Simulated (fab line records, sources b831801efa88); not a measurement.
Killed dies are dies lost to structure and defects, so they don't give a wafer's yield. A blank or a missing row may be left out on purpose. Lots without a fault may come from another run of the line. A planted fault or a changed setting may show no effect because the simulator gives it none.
Which tool did it? | flow sky130 | 15 lots, 45 wafers sampled, at 6 steps of a route of 708

WHAT THE GAUGES READ, wafer by wafer
SKY_VIA4_OVL_MEAS_11. Usual: VIA4_OVL 0.0 nm, standard deviation 1.6.
lot  | measured     | on         | VIA4_OVL (nm)  | flag
L985 | day 42 15:15 | overlay-01 | -0.6 -0.6 0.2  |
L986 | day 43 03:56 | overlay-01 | 0.0 0.5 0.3    |
L987 | day 43 06:17 | overlay-01 | -2.4 -1.6 -1.1 |
L988 | day 43 15:51 | overlay-02 | 0.8 -0.6 -0.1  |
L989 | day 43 22:45 | overlay-02 | -3.0 -2.3 -2.7 |
L990 | day 44 16:58 | overlay-02 | 0.9 -0.9 -0.9  |
L991 | day 44 21:41 | overlay-02 | -0.2 -1.2 -1.0 |
L993 | day 45 01:16 | overlay-01 | 3.0 1.8 -0.6   |
L998 | day 46 17:57 | overlay-01 | 0.8 -1.3 -0.5  |
L999 | day 46 23:19 | overlay-02 | 0.1 0.5 -0.3   |
L101 | day 47 00:18 | overlay-02 | -0.3 0.0 2.2   |
L103 | day 47 16:07 | overlay-02 | 0.4 3.2 1.7    |
L102 | day 47 17:18 | overlay-02 | 2.4 2.3 4.2    |
L104 | day 47 21:09 | overlay-02 | 2.1 1.8 1.1    |
L106 | day 48 17:51 | overlay-02 | -2.6 -0.3 -1.3 |

SKY_METAL5_RS_MEAS_05: measures by four-point-probe. Usual: METAL5_ALCU_RS 0.0271 ohm/sq, standard deviation 0.00032.
lot  | measured     | on            | METAL5_ALCU_RS (ohm/sq)                   | flag
L985 | day 42 16:50 | film_metro-04 | 0.0271 0.0269 0.0275                      |
L986 | day 43 05:32 | film_metro-01 | 0.0272 0.0268 0.0269                      |
L987 | day 43 08:16 | film_metro-01 | 0.0273 0.0269 0.0269                      |
L988 | day 43 17:26 | film_metro-01 | 0.0269 0.0269 0.0271                      |
L989 | day 44 00:34 | film_metro-04 | 0.0269 0.0268 0.0270                      |
L990 | day 44 18:34 | film_metro-03 | 0.0273 0.0270 0.0269                      |
L991 | day 44 23:22 | film_metro-03 | 0.0273 0.0269 0.0269                      |
L993 | day 45 02:51 | film_metro-04 | 0.0274 0.0274 0.0270                      |
L998 | day 46 19:31 | film_metro-01 | 0.0268 0.0146 0.0268 0.0269 0.0146 0.0268 | OFF
L999 | day 47 00:55 | film_metro-04 | 0.0276 0.0272 0.0148 0.0276 0.0272 0.0148 | OFF
L101 | day 47 02:01 | film_metro-01 | 0.0274 0.0274 0.0147 0.0274 0.0274 0.0147 | OFF
L103 | day 47 17:50 | film_metro-01 | 0.0272 0.0271 0.0273                      |
L102 | day 47 19:01 | film_metro-04 | 0.0271 0.0270 0.0270                      |
L104 | day 47 22:52 | film_metro-03 | 0.0278 0.0278 0.0280                      |
L106 | day 48 19:29 | film_metro-04 | 0.0276 0.0276 0.0276                      |

SKY_METAL5_THK_MEAS_06: measures by xrf. Usual: METAL5_ALCU_THK 1147 nm, standard deviation 16.
lot  | measured     | on            | METAL5_ALCU_THK (nm)          | flag
L985 | day 42 16:56 | film_metro-04 | 1144 1153 1127                |
L986 | day 43 05:40 | film_metro-01 | 1123 1142 1137                |
L987 | day 43 08:23 | film_metro-01 | 1128 1144 1135                |
L988 | day 43 17:34 | film_metro-01 | 1137 1138 1127                |
L989 | day 44 00:41 | film_metro-04 | 1165 1167 1152                |
L990 | day 44 18:41 | film_metro-03 | 1146 1167 1171                |
L991 | day 44 23:28 | film_metro-03 | 1150 1165 1162                |
L993 | day 45 02:57 | film_metro-04 | 1126 1130 1142                |
L998 | day 46 22:59 | film_metro-01 | 1153 2104 1141 1147 2096 1147 | OFF
L999 | day 47 03:39 | film_metro-04 | 1123 1133 2086 1122 1139 2080 | OFF
L101 | day 47 13:42 | film_metro-01 | 1124 1128 2083 1126 1126 2101 | OFF
L103 | day 47 17:57 | film_metro-01 | 1134 1134 1127                |
L102 | day 47 19:08 | film_metro-04 | 1148 1153 1151                |
L104 | day 47 22:59 | film_metro-03 | 1145 1134 1132                |
L106 | day 48 19:35 | film_metro-04 | 1141 1134 1138                |

WHICH TOOL RAN EACH LOT (tool, then ch and the chambers of the sampled wafers, then the start)
lot  | SKY_VIA4_ETCH_12                   | SKY_METAL5_SPUTTER_02        | SKY_METAL5_SPUTTER_04
L985 | rie_diel-04 ch 2,3, day 42 15:16   | pvd_sputter-03, day 42 16:41 | pvd_sputter-03, day 42 16:44
L986 | rie_diel-03 ch 0,2, day 43 03:58   | pvd_sputter-01, day 43 05:25 | pvd_sputter-01, day 43 05:29
L987 | rie_diel-01 ch 0,2, day 43 06:19   | pvd_sputter-01, day 43 08:08 | pvd_sputter-01, day 43 08:13
L988 | rie_diel-04 ch 1,2,3, day 43 15:53 | pvd_sputter-03, day 43 17:19 | pvd_sputter-03, day 43 17:23
L989 | rie_diel-04 ch 0,1,3, day 43 22:47 | pvd_sputter-03, day 44 00:26 | pvd_sputter-03, day 44 00:31
L990 | rie_diel-03 ch 0,1,2, day 44 17:00 | pvd_sputter-03, day 44 18:27 | pvd_sputter-03, day 44 18:31
L991 | rie_diel-04 ch 0,1,2, day 44 21:43 | pvd_sputter-03, day 44 23:13 | pvd_sputter-03, day 44 23:17
L993 | rie_diel-01 ch 1,2,3, day 45 01:17 | pvd_sputter-01, day 45 02:41 | pvd_sputter-01, day 45 02:46
L998 | rie_diel-04 ch 0,1,3, day 46 17:59 | pvd_sputter-04, day 46 19:23 | pvd_sputter-04, day 46 19:28
L999 | rie_diel-01 ch 1,3, day 46 23:21   | pvd_sputter-04, day 47 00:48 | pvd_sputter-04, day 47 00:52
L101 | rie_diel-01 ch 0,1, day 47 00:20   | pvd_sputter-04, day 47 01:54 | pvd_sputter-04, day 47 01:58
L103 | rie_diel-01 ch 0,1,2, day 47 16:09 | pvd_sputter-01, day 47 17:43 | pvd_sputter-01, day 47 17:46
L102 | rie_diel-01 ch 0,1,2, day 47 17:20 | pvd_sputter-03, day 47 18:54 | pvd_sputter-03, day 47 18:58
L104 | rie_diel-01 ch 0,1,2, day 47 21:11 | pvd_sputter-03, day 47 22:45 | pvd_sputter-03, day 47 22:49
L106 | rie_diel-01 ch 1,3, day 48 17:52   | pvd_sputter-03, day 48 19:19 | pvd_sputter-03, day 48 19:23
- SKY_VIA4_ETCH_12: etches SiO2 in C4F8/O2/Ar, stops on TiN, target depth 580 nm.
- SKY_METAL5_SPUTTER_02: material AlCu, target thk 1150 nm, time 61.2 s.
- SKY_METAL5_SPUTTER_04: material TiN, target thk 70 nm, time 58.3 s.

WHAT THE TOOLS THEMSELVES READ (means of the sampled wafers that have a number; where no wafer has one, the mark that the record gives instead)
SKY_VIA4_ETCH_12. Usual: oes_product_au 0.938 a.u., standard deviation 0.0043.
lot  | tool        | oes_product_au (a.u.) | flag
L985 | rie_diel-04 | 0.936                 |
L986 | rie_diel-03 | 0.943                 |
L987 | rie_diel-01 | 0.938                 |
L988 | rie_diel-04 | 0.939                 |
L989 | rie_diel-04 | 0.941                 |
L990 | rie_diel-03 | 0.940                 |
L991 | rie_diel-04 | 0.936                 |
L993 | rie_diel-01 | 0.936                 |
L998 | rie_diel-04 | 0.938                 |
L999 | rie_diel-01 | 0.938                 |
L101 | rie_diel-01 | 0.939                 |
L103 | rie_diel-01 | 0.940                 |
L102 | rie_diel-01 | 0.938                 |
L104 | rie_diel-01 | 0.935                 |
L106 | rie_diel-01 | 0.937                 |

SKY_METAL5_SPUTTER_02. Usual: throttle_valve_pct 29.8 %, standard deviation 0.73.
lot  | tool           | throttle_valve_pct (%) | flag
L985 | pvd_sputter-03 | 29.3                   |
L986 | pvd_sputter-01 | 30.4                   |
L987 | pvd_sputter-01 | 30.5                   |
L988 | pvd_sputter-03 | 29.6                   |
L989 | pvd_sputter-03 | 29.1                   |
L990 | pvd_sputter-03 | 29.3                   |
L991 | pvd_sputter-03 | 29.5                   |
L993 | pvd_sputter-01 | 30.7                   |
L998 | pvd_sputter-04 | 29.4                   |
L999 | pvd_sputter-04 | 29.8                   |
L101 | pvd_sputter-04 | 29.8                   |
L103 | pvd_sputter-01 | 30.6                   |
L102 | pvd_sputter-03 | 29.4                   |
L104 | pvd_sputter-03 | 29.5                   |
L106 | pvd_sputter-03 | 29.5                   |

SKY_METAL5_SPUTTER_04. Usual: throttle_valve_pct 29.8 %, standard deviation 0.75.
lot  | tool           | throttle_valve_pct (%) | flag
L985 | pvd_sputter-03 | 29.3                   |
L986 | pvd_sputter-01 | 30.5                   |
L987 | pvd_sputter-01 | 30.5                   |
L988 | pvd_sputter-03 | 29.4                   |
L989 | pvd_sputter-03 | 29.1                   |
L990 | pvd_sputter-03 | 29.4                   |
L991 | pvd_sputter-03 | 29.7                   |
L993 | pvd_sputter-01 | 30.6                   |
L998 | pvd_sputter-04 | 29.3                   |
L999 | pvd_sputter-04 | 29.9                   |
L101 | pvd_sputter-04 | 29.4                   |
L103 | pvd_sputter-01 | 30.6                   |
L102 | pvd_sputter-03 | 29.6                   |
L104 | pvd_sputter-03 | 29.6                   |
L106 | pvd_sputter-03 | 29.8                   |

THE ANSWER, worked out from the rows above alone
Rule: a lot is off if the mean of its wafers that have a number lies more than 3 standard deviations from the usual mean. A lot without any number at a reading at which 4 lots or more have one is off too. The other lots that the step has rows for count as sound. The gauges are gone through in route order, then the tools' own readings, and for those a lot's mean is taken as printed above. The first step at which some lot is off is used, and at that step the reading that is off furthest; a lot without a number counts as furthest.
Off: L998, L999, L101, at SKY_METAL5_RS_MEAS_05 (METAL5_ALCU_RS).
A tool fits if, at a process step before that reading, it ran every lot that is off, and no sound lot after the first of them. The gauges at SKY_METAL5_RS_MEAS_05 are tried like those tools. One fits: pvd_sputter-04 at SKY_METAL5_SPUTTER_02 and SKY_METAL5_SPUTTER_04. It ran no sound lot before its first lot that is off in this sample, so the start can't be narrowed down.

WHAT THE SIMULATOR HAD PUT IN
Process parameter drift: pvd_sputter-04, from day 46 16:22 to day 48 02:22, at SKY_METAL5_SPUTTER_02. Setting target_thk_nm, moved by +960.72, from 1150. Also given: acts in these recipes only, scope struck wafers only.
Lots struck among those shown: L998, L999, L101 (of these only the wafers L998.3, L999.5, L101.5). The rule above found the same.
